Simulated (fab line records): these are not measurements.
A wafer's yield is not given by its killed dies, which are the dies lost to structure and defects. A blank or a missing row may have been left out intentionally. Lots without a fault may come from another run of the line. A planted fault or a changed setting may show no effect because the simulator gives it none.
fab line records | flow sky130
record lots=7 | wafers=21 | last_day=50
route steps=708 shown DNWELL@37 PWDE@45 PAD_OPEN@708
lots with no fault: from the same line, run without faults
start_h: start of the lot's first displayed wafer, in hours after the record's first day | wait_h: time in hours since the lot's previous step | " the same as in the row above | L1.1+2: a row that stands for several wafers | - no value, or no start given | * or withheld: withheld | < > ~ a bound
route shown NAME@n: a module of which the file shows steps, and the number in the route of the first | usual: mean and standard deviation over wafers with no fault | same: alike in all rows | chamber/n: place in a boat | sites: readings site by site | _std_site: the values' standard deviation | _edge_site: mean of outer sites minus mean of inner sites | radius_mm: how far each site lies from the wafer's centre | mask NAME#n: copy n | behind: the tool/chamber that last shaped the wafer | hold: why the lot went on hold/how many hours it stayed there/how the hold came to an end | device: transistor that didn't switch, given as n, p or np | end of line: the same wafers' tests at the end of the route | a step given without rows: its recipe and nothing more | killed: at the first sort, the dies lost to defects and structure; wafer yield is something else | map: dies across one wafer; x = killed, . = not, _ = none there
set.NAME: the setting as run; set.NAME@STEP: as run at that earlier step | model.NAME: the simulator's own value behind a step, which no gauge read
lots at selected steps of the route; one table per step, one row per wafer
services: when a tool's chamber went out of use (start_h, in hours from the record's first day, below 0 if earlier), for how many hours, and the reason
## steps
# step SKY_DNWELL_COAT_02
# recipe spin_rpm=2000 | resist_thk_nm=3000
# step SKY_DNWELL_SOFTBAKE_03
# recipe temp_c=110 | time_s=withheld
# step SKY_DNWELL_EXPOSE_04
# recipe mask_id=DNM | na=0.57 | target_cd_nm=3000 | dose_mj=222
# step SKY_DNWELL_PEB_05
# recipe temp_c=115 | time_s=withheld
# step SKY_DNWELL_DEVELOP_06
# recipe wall_angle_deg=90 | developer=TMAH | develop_time_s=60 | dev_temp_c=23
# step SKY_DNWELL_IMPLANT_07
# recipe species=P | energy_kev=withheld | dose_cm2=withheld | tilt_deg=withheld
# step SKY_DNWELL_STRIP_08
# recipe chemistry=O2/N2 | power_w=1400 | pressure_mtorr=1500 | platen_temp_c=withheld | o2_flow_sccm=3000 | n2_flow_sccm=300 | overash_fraction=0.5
# usual drypump_motor_current_A=5.7/0.56 | oes_product_au=0.723/0.0043 | strip_time_to_endpoint_s=36.92/0.13
lot.wafer | tool            | chamber | start_h | wait_h | drypump_motor_current_A | oes_product_au | rf_hours_counter_h | strip_time_to_endpoint_s
L522.1    | plasma_asher-03 | 1       | 54.58   | 0.1    | 6.7                     | 0.725          | 38                 | 37.01
L522.5    | "               | 0       | "       | "      | 5.9                     | 0.718          | -                  | 37.03
L522.6    | "               | 1       | "       | "      | 6.7                     | 0.716          | -                  | 37.10
L527.2    | plasma_asher-02 | 1       | 82.83   | 0.1    | 5.4                     | 0.719          | 39                 | 36.95
L527.3    | "               | 1       | "       | "      | 5.4                     | 0.719          | -                  | 37.07
L527.6    | "               | 0       | "       | "      | 5.7                     | 0.719          | -                  | 36.98
L533.1    | plasma_asher-02 | 0       | 112.43  | 0.1    | 5.7                     | 0.726          | 42                 | 36.85
L533.2    | "               | 1       | "       | "      | 5.4                     | 0.721          | 42                 | 36.95
L533.4    | "               | 1       | "       | "      | 5.4                     | 0.725          | -                  | 37.00
L534.2    | plasma_asher-02 | 0       | 117.88  | 0.1    | 5.7                     | 0.723          | 42                 | 36.78
L534.5    | "               | 0       | "       | "      | 5.7                     | 0.726          | -                  | 36.71
L534.6    | "               | 1       | "       | "      | 5.4                     | 0.725          | -                  | 36.70
L536.1    | plasma_asher-03 | 0       | 126.87  | 0.1    | 5.8                     | 0.721          | 1                  | 36.99
L536.4    | "               | 1       | "       | "      | 6.7                     | 0.719          | -                  | 36.96
L536.5    | "               | 0       | "       | "      | 5.9                     | 0.724          | -                  | 37.10
L538.2    | plasma_asher-04 | 0       | 139.53  | 0.1    | 5.2                     | 0.727          | 33                 | 36.95
L538.4    | "               | 0       | "       | "      | 5.2                     | 0.727          | -                  | 37.07
L538.5    | "               | 1       | "       | "      | 5.2                     | 0.720          | -                  | 36.99
L544.1    | plasma_asher-04 | 0       | 171.63  | 0.1    | 5.2                     | 0.723          | 36                 | 37.07
L544.2    | "               | 1       | "       | "      | 5.2                     | 0.719          | 36                 | 36.98
L544.6    | "               | 0       | "       | "      | 5.2                     | 0.722          | -                  | 37.11
# step SKY_DNWELL_TW_MEAS_09
# usual DNWELL_TW=1117/9.9
lot.wafer | tool          | chamber | start_h | wait_h | DNWELL_TW
L522.1    | film_metro-04 | -       | 54.68   | 0.1    | 1134
L522.5    | "             | -       | "       | "      | 1129
L522.6    | "             | -       | "       | "      | 1124
L527.2    | film_metro-03 | -       | 82.94   | 0.1    | 1124
L527.3    | "             | -       | "       | "      | 1126
L527.6    | "             | -       | "       | "      | 1120
L533.1    | film_metro-04 | -       | 112.53  | 0.1    | 1132
L533.2    | "             | -       | "       | "      | 1122
L533.4    | "             | -       | "       | "      | 1133
L534.2    | film_metro-02 | -       | 117.99  | 0.1    | 1119
L534.5    | "             | -       | "       | "      | 1119
L534.6    | "             | -       | "       | "      | 1110
L536.1    | film_metro-03 | -       | 126.97  | 0.1    | 1122
L536.4    | "             | -       | "       | "      | 1118
L536.5    | "             | -       | "       | "      | 1116
L538.2    | film_metro-04 | -       | 139.64  | 0.1    | 1122
L538.4    | "             | -       | "       | "      | 1128
L538.5    | "             | -       | "       | "      | 1129
L544.1    | film_metro-03 | -       | 171.73  | 0.1    | 1112
L544.2    | "             | -       | "       | "      | 1116
L544.6    | "             | -       | "       | "      | 1118
# step SKY_PWDE_DEHYDRATE_00
# recipe temp_c=200 | time_s=60
# step SKY_PWDE_HMDS_01
# recipe prime_time_s=60 | prime_temp_c=120
# step SKY_PWDE_COAT_02
# recipe spin_rpm=2000 | resist_thk_nm=3000
# step SKY_PWDE_SOFTBAKE_03
# recipe temp_c=110 | time_s=withheld
# step SKY_PWDE_EXPOSE_04
# recipe mask_id=PWDEM | na=0.6 | source_shape=conventional | sigma_outer=0.6 | polarization=unpolarized | target_cd_nm=840 | dose_mj=214
# usual exposure_dose_mJ_cm2=213.96/0.23 | reticle_temp_C=23.00/0.1
lot.wafer | tool             | chamber | start_h | wait_h | mask    | exposure_dose_mJ_cm2 | reticle_temp_C
L522.1    | iline_stepper-02 | 0       | 62.59   | -      | PWDEM#0 | 213.66               | 23.00
L522.5    | "                | 0       | "       | "      | PWDEM#0 | 213.86               | 23.17
L522.6    | "                | 0       | "       | "      | PWDEM#0 | 214.11               | 23.11
L527.2    | iline_stepper-01 | 0       | 91.35   | -      | PWDEM#0 | 213.68               | 22.84
L527.3    | "                | 0       | "       | "      | PWDEM#0 | 213.86               | 23.05
L527.6    | "                | 0       | "       | "      | PWDEM#0 | 213.83               | 23.04
L533.1    | iline_stepper-02 | 0       | 122.47  | -      | PWDEM#0 | 214.10               | 22.98
L533.2    | "                | 0       | "       | "      | PWDEM#0 | 213.93               | 23.04
L533.4    | "                | 0       | "       | "      | PWDEM#0 | 214.30               | 23.07
L534.2    | iline_stepper-01 | 0       | 127.52  | -      | PWDEM#0 | 219.55               | 22.99
L534.5    | "                | 0       | "       | "      | PWDEM#0 | 219.04               | 22.85
L534.6    | "                | 0       | "       | "      | PWDEM#0 | 219.32               | 22.97
L536.1    | iline_stepper-01 | 0       | 136.66  | -      | PWDEM#0 | 218.86               | 22.96
L536.4    | "                | 0       | "       | "      | PWDEM#0 | 218.67               | 22.88
L536.5    | "                | 0       | "       | "      | PWDEM#0 | 219.02               | 22.77
L538.2    | iline_stepper-01 | 0       | 149.76  | -      | PWDEM#0 | 219.01               | 23.11
L538.4    | "                | 0       | "       | "      | PWDEM#0 | 219.07               | 23.00
L538.5    | "                | 0       | "       | "      | PWDEM#0 | 218.89               | 23.00
L544.1    | iline_stepper-02 | 0       | 182.51  | -      | PWDEM#0 | 214.19               | 23.07
L544.2    | "                | 0       | "       | "      | PWDEM#0 | 214.36               | 22.91
L544.6    | "                | 0       | "       | "      | PWDEM#0 | 214.04               | 23.01
# step SKY_PWDE_PEB_05
# recipe temp_c=115 | time_s=withheld
# step SKY_PAD_OPEN_PROBE_99
# usual killed_at_M0_to_M3=45/7.2 | killed_at_M4_up=3.0/1.8 | killed_at_contacts=25/6.1 | killed_at_front_end=14/4.4 | killed_at_other=0.2/0.44 | killed_dies=88/10 | killed_open=48/7.4 | killed_short=40/6.3
# same gross_dies=492 | killed_at_back_side=0
lot.wafer | tool      | chamber | start_h | wait_h | killed_at_M0_to_M3 | killed_at_M4_up | killed_at_contacts | killed_at_front_end | killed_at_other | killed_dies | killed_open | killed_short
L522.1    | prober-02 | -       | 1083.14 | 0.1    | 46                 | 2               | 29                 | 17                  | 0               | 94          | 50          | 44
L522.5    | prober-02 | -       | 1083.34 | 0.2    | 43                 | 2               | 25                 | 15                  | 0               | 85          | 47          | 38
L522.6    | prober-02 | -       | 1083.39 | 0.2    | 42                 | 4               | 31                 | 17                  | 0               | 94          | 56          | 38
L527.2    | prober-01 | -       | 1120.07 | 0.1    | 38                 | 5               | 26                 | 17                  | 1               | 87          | 41          | 46
L527.3    | prober-01 | -       | 1120.12 | 0.2    | 45                 | 4               | 21                 | 11                  | 0               | 81          | 42          | 39
L527.6    | prober-01 | -       | 1120.27 | 0.2    | 27                 | 4               | 26                 | 15                  | 0               | 72          | 36          | 36
L533.1    | prober-01 | -       | 1149.49 | 0.1    | 49                 | 2               | 25                 | 14                  | 0               | 90          | 51          | 39
L533.2    | prober-01 | -       | 1149.54 | 0.1    | 49                 | 5               | 15                 | 26                  | 0               | 95          | 39          | 56
L533.4    | prober-01 | -       | 1149.64 | 0.2    | 53                 | 3               | 25                 | 13                  | 1               | 95          | 53          | 42
L538.2    | prober-01 | -       | 1171.70 | 0.1    | 51                 | 6               | 25                 | 14                  | 0               | 96          | 53          | 43
L538.4    | prober-01 | -       | 1171.80 | 0.2    | 43                 | 2               | 24                 | 11                  | 0               | 80          | 48          | 32
L538.5    | prober-01 | -       | 1171.85 | 0.2    | 57                 | 0               | 22                 | 17                  | 0               | 96          | 56          | 40
L544.1    | prober-01 | -       | 1197.56 | 0.1    | 46                 | 2               | 35                 | 13                  | 0               | 96          | 51          | 45
L544.2    | prober-01 | -       | 1197.61 | 0.1    | 42                 | 2               | 22                 | 19                  | 0               | 85          | 48          | 37
L544.6    | prober-01 | -       | 1197.81 | 0.2    | 45                 | 1               | 36                 | 15                  | 0               | 97          | 49          | 48
# killed by level:class
L522.1 CONTACT:geometric_particle:open=11 VIA1:geometric_particle:open=11 LI_CONTACT:geometric_particle:open=10 METAL2:geometric_particle:short=10 VIA2:geometric_particle:open=6 CONTACT:geometric_particle:short=5 FIELD_ISO:geometric_particle:open=4 POLY_CUT:geometric_particle:short=4
L522.5 VIA1:geometric_particle:open=12 LI_CONTACT:geometric_particle:open=8 VIA3:geometric_particle:open=7 CONTACT:geometric_particle:short=7 POLY_GATE:geometric_particle:short=6 CONTACT:geometric_particle:open=6 VIA2:geometric_particle:open=6 METAL1:geometric_particle:short=5
L522.6 CONTACT:geometric_particle:open=16 VIA1:geometric_particle:open=10 POLY_GATE:geometric_particle:short=7 VIA3:geometric_particle:open=7 METAL2:geometric_particle:short=6 POLY_GATE:geometric_particle:open=5 LOCAL_INTERCONNECT:geometric_particle:short=4 CONTACT:geometric_particle:short=4
L527.2 CONTACT:geometric_particle:short=9 METAL1:geometric_particle:short=9 VIA3:geometric_particle:open=9 LI_CONTACT:geometric_particle:open=6 VIA2:geometric_particle:open=6 FIELD_ISO:geometric_particle:short=5 FIELD_ISO:geometric_particle:open=5 LI_CONTACT:geometric_particle:short=5
L527.3 VIA2:geometric_particle:open=10 LI_CONTACT:geometric_particle:open=9 VIA1:geometric_particle:open=7 METAL1:geometric_particle:short=7 CONTACT:geometric_particle:open=5 VIA3:geometric_particle:open=5 SPACER:geometric_particle:short=4 METAL2:geometric_particle:short=4
L527.6 VIA2:geometric_particle:open=8 LOCAL_INTERCONNECT:geometric_particle:short=7 CONTACT:geometric_particle:short=6 FIELD_ISO:geometric_particle:open=5 LI_CONTACT:geometric_particle:open=5 POLY_GATE:geometric_particle:open=4 CONTACT:geometric_particle:open=4 VIA1:geometric_particle:short=4
L533.1 VIA1:geometric_particle:open=14 CONTACT:geometric_particle:open=10 LI_CONTACT:geometric_particle:open=9 VIA2:geometric_particle:short=6 VIA3:geometric_particle:open=5 METAL2:geometric_particle:short=5 VIA2:geometric_particle:open=5 METAL3:geometric_particle:short=5
L533.2 POLY_GATE:geometric_particle:short=9 VIA1:geometric_particle:open=9 VIA3:geometric_particle:open=7 POLY_GATE:geometric_particle:open=6 VIA2:geometric_particle:short=6 METAL1:geometric_particle:short=6 VIA1:geometric_particle:short=6 CONTACT:geometric_particle:open=5
L533.4 VIA1:geometric_particle:open=12 CONTACT:geometric_particle:open=11 VIA3:geometric_particle:open=8 POLY_GATE:geometric_particle:open=6 METAL1:geometric_particle:short=6 LI_CONTACT:geometric_particle:open=5 METAL2:geometric_particle:short=5 VIA1:geometric_particle:short=5
L538.2 VIA1:geometric_particle:open=12 CONTACT:geometric_particle:open=10 VIA1:geometric_particle:short=6 LOCAL_INTERCONNECT:geometric_particle:short=5 VIA2:geometric_particle:open=5 METAL1:geometric_particle:open=5 METAL2:geometric_particle:short=5 METAL3:geometric_particle:short=5
L538.4 VIA1:geometric_particle:open=11 CONTACT:geometric_particle:open=9 METAL2:geometric_particle:short=8 POLY_GATE:geometric_particle:open=5 CONTACT:geometric_particle:short=5 LI_CONTACT:geometric_particle:open=5 VIA2:geometric_particle:open=5 FIELD_ISO:geometric_particle:open=4
L538.5 VIA1:geometric_particle:open=12 CONTACT:geometric_particle:short=8 CONTACT:geometric_particle:open=7 VIA3:geometric_particle:open=7 VIA2:geometric_particle:open=7 VIA1:geometric_particle:short=6 VIA2:geometric_particle:short=6 FIELD_ISO:geometric_particle:open=5
L544.1 CONTACT:geometric_particle:open=12 METAL2:geometric_particle:short=9 VIA2:geometric_particle:open=8 CONTACT:geometric_particle:short=7 VIA1:geometric_particle:open=7 VIA3:geometric_particle:open=7 LI_CONTACT:geometric_particle:open=6 LOCAL_INTERCONNECT:geometric_particle:short=6
L544.2 VIA1:geometric_particle:open=13 VIA3:geometric_particle:open=8 LI_CONTACT:geometric_particle:open=7 POLY_GATE:geometric_particle:short=6 POLY_GATE:geometric_particle:open=6 CONTACT:geometric_particle:short=6 FIELD_ISO:geometric_particle:open=4 VIA2:geometric_particle:open=4
L544.6 CONTACT:geometric_particle:open=13 VIA1:geometric_particle:open=11 LOCAL_INTERCONNECT:geometric_particle:short=10 FIELD_ISO:geometric_particle:short=8 CONTACT:geometric_particle:short=6 VIA1:geometric_particle:short=6 VIA2:geometric_particle:open=6 VIA3:geometric_particle:short=5
## services
tool             | chamber | start_h | hours | kind
plasma_asher-04  | -       | 64.41   | 1.4   | repair
plasma_asher-02  | -       | 68.49   | 8.6   | repair
plasma_asher-03  | -       | 108.75  | 9.0   | pm
plasma_asher-03  | 0       | 108.75  | 9.0   | vent_cycle
plasma_asher-03  | 1       | 108.75  | 9.0   | vent_cycle
iline_stepper-02 | -       | 113.22  | 1.7   | pm
plasma_asher-03  | 0       | 117.75  | -     | clean
plasma_asher-03  | 1       | 117.75  | -     | clean
iline_stepper-02 | -       | 172.77  | 0.8   | repair
## key
first_sign step=SKY_PWDE_EXPOSE_04 | reading=exposure_dose_mJ_cm2 | direction=up | sigmas=22 | usual=* | struck=*
effect none on later readings
met_at SKY_PWDE_EXPOSE_04
struck_wafers L534.2,L534.5,L534.6,L536.1,L536.4,L536.5,L538.2,L538.4,L538.5
tester_left_out L534,L536,L538
onset_between 91.35 127.52
fault kind=process_parameter_drift | tool=iline_stepper-01 | chamber=- | onset_h=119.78 | steps=SKY_PWDE_EXPOSE_04 | channel=dose_mj | offset=5.1792 | shape=step | acts_in=these_recipes_only | stated=214
# tester_left_out: of these lots the tester's yield and bins aren't shown, on N5 and GAA mostly nor the transistor test; their killed dies are dies lost to structure and defects alone, not to doping, threshold or leakage, so they don't give the yield
